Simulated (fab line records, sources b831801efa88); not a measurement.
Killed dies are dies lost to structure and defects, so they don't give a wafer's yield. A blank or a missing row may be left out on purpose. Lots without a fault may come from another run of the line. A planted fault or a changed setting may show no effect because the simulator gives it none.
Chamber matching | flow sky130 | SKY_POLY_GATE_ETCH_17 on rie_si-01: 4 sister chambers
The step etches poly-Si in HBr/Cl2, stops on SiO2, target depth 180 nm, time 70.5 s. 14 wafers are shown with their chamber, then 7 later ones without.

WAFERS WITH THEIR CHAMBER
wafer  | chamber | drypump_motor_current_A (A) | oes_product_au (a.u.) | throttle_valve_pct (%)
L413.1 | 0       | 5.2                         | 0.990                 | 33.688
L413.3 | 2       | 6.3                         | 0.989                 | 33.683
L413.6 | 3       | 5.2                         | 0.986                 | 33.673
L414.1 | 1       | 5.8                         | 0.979                 | 33.664
L414.3 | 2       | 6.2                         | 0.986                 | 33.686
L414.5 | 2       | 6.2                         | 0.995                 | 33.696
L417.1 | 0       | 5.2                         | 0.973                 | 33.681
L417.3 | 1       | 5.8                         | 0.985                 | 33.681
L417.6 | 2       | 6.2                         | 0.993                 | 33.682
L423.4 | 0       | 5.1                         | 0.984                 | 33.685
L423.5 | 2       | 6.2                         | 1.000                 | 33.674
L423.6 | 3       | 5.3                         | 1.005                 | 33.694
L427.2 | 0       | 5.2                         | 0.976                 | 33.695
L427.3 | 1       | 5.8                         | 0.982                 | 33.660

SIGNATURES (means of the wafers above)
reading                 | chamber 0 | chamber 1 | chamber 2 | chamber 3 | scatter within a chamber
drypump_motor_current_A | 5.175     | 5.800     | 6.220     | 5.250     | 0.0453
oes_product_au          | 0.98075   | 0.98200   | 0.99260   | 0.99550   | 0.00703
throttle_valve_pct      | 33.68725  | 33.66833  | 33.68420  | 33.68350  | 0.00909
Rule: a wafer's distance from a chamber is the root of the sum, over the readings, of the square of ((its reading less the chamber's mean) divided by the reading's scatter). The wafer belongs to the nearest chamber; if the next one is less than 2 further off, it can't be placed. The scatter: the root of (the sum of the squares of (reading less its chamber's mean) over the shown wafers, divided by (wafers less chambers)).

WAFERS WITHOUT THEIR CHAMBER
wafer  | drypump_motor_current_A (A) | oes_product_au (a.u.) | throttle_valve_pct (%)
L427.4 | 5.2                         | 1.007                 | 33.687
L429.1 | 5.2                         | 0.989                 | 33.679
L429.4 | 6.3                         | 0.995                 | 33.687
L429.5 | 5.8                         | 0.992                 | 33.684
L431.2 | 5.2                         | 0.995                 | 33.682
L431.4 | 5.2                         | 0.984                 | 33.655
L431.6 | 5.8                         | 0.990                 | 33.686

WHICH CHAMBER EACH WENT THROUGH
wafer  | from the rows above     | in truth
L427.4 | can't be placed: 3 or 0 | 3
L429.1 | can't be placed: 3 or 0 | 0
L429.4 | 2                       | 2
L429.5 | 1                       | 1
L431.2 | can't be placed: 3 or 0 | 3
L431.4 | can't be placed: 0 or 3 | 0
L431.6 | 1                       | 1
Placed correctly: 3 of 7. Can't be placed from these rows: 4 (the true chamber is among the candidates in 4). Placed wrongly: 0.
